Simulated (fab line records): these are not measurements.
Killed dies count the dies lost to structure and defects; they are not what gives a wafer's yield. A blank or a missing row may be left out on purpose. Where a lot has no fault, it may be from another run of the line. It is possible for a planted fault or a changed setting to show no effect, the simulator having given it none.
The tool behind it: which one? + flow sky130 + at 1 step of a route of 708, 24 lots with 72 wafers sampled

== WHAT THE GAUGES SHOWED, per wafer ==
SKY_CONTACT_THK_MEAS_26: measures by xrf. Usual: CONTACT_W_THK typically reads 334 nm, with standard deviation 5.6.
| lot  | measured     | on           | CONTACT_W_THK (nm) | flag |
|------|--------------|--------------|--------------------|------|
| L074 | day 31 10:29 | filmMetro-03 | 334 323 325        |      |
| L075 | day 32 18:41 | filmMetro-03 | 341 338 329        |      |
| L076 | day 32 19:47 | filmMetro-03 | 339 339 329        |      |
| L077 | day 32 21:02 | filmMetro-03 | 336 323 328        |      |
| L079 | day 33 00:12 | filmMetro-02 | 334 342 330        |      |
| L078 | day 33 03:56 | filmMetro-03 | 333 340 332        |      |
| L080 | day 33 12:09 | filmMetro-02 | 336 333 341        |      |
| L081 | day 34 00:08 | filmMetro-02 | 330 332 334        |      |
| L082 | day 34 10:44 | filmMetro-02 | 329 340 336        |      |
| L084 | day 34 15:04 | filmMetro-01 | 342 336 343        |      |
| L083 | day 34 18:45 | filmMetro-02 | 339 338 339        |      |
| L085 | day 34 21:11 | filmMetro-03 | 333 336 334        |      |
| L086 | day 35 13:42 | filmMetro-03 | 331 329 325        |      |
| L087 | day 35 23:34 | filmMetro-02 | 343 343 342        |      |
| L088 | day 36 01:44 | filmMetro-02 | 334 335 334        |      |
| L089 | day 36 08:56 | filmMetro-01 | 340 326 325        |      |
| L090 | day 36 19:53 | filmMetro-02 | 333 337 329        |      |
| L091 | day 37 00:14 | filmMetro-02 | 341 332 336        |      |
| L092 | day 37 05:26 | filmMetro-03 | 337 328 328        |      |
| L093 | day 37 20:35 | filmMetro-01 | 328 333 330        |      |
| L094 | day 38 09:38 | filmMetro-01 | 323 331 322        |      |
| L095 | day 39 01:53 | filmMetro-02 | 340 339 346        |      |
| L097 | day 39 16:47 | filmMetro-03 | 332 326 329        |      |
| L096 | day 39 19:12 | filmMetro-03 | 339 340 327        |      |

== WHICH TOOL RAN EACH LOT (tool, then ch and the chambers of the sampled wafers, then the start) ==
Record: no process step prior to these readings.

== AS READ BY THE TOOLS THEMSELVES (means over the sampled wafers that have a number; for cases with no such wafer, the mark the record gives instead) ==
The record holds no such reading with a usual standard deviation.

== THE ANSWER, worked out from the rows above alone ==
Rule: a lot is off if the mean of its wafers that have a number lies more than 3 standard deviations from the usual mean. A lot without any number at a reading at which 4 lots or more have one is off too. All remaining lots with rows at the step are treated as sound. First the gauges in route order, then the tools' own readings, where a lot's mean is used as printed above. The first step at which some lot is off is used, and at that step the reading that is off furthest; a lot without a number counts as furthest.
Across all readings shown, no lot is off: no conclusion can be drawn from this.

== WHAT WAS PUT IN BY THE SIMULATOR ==
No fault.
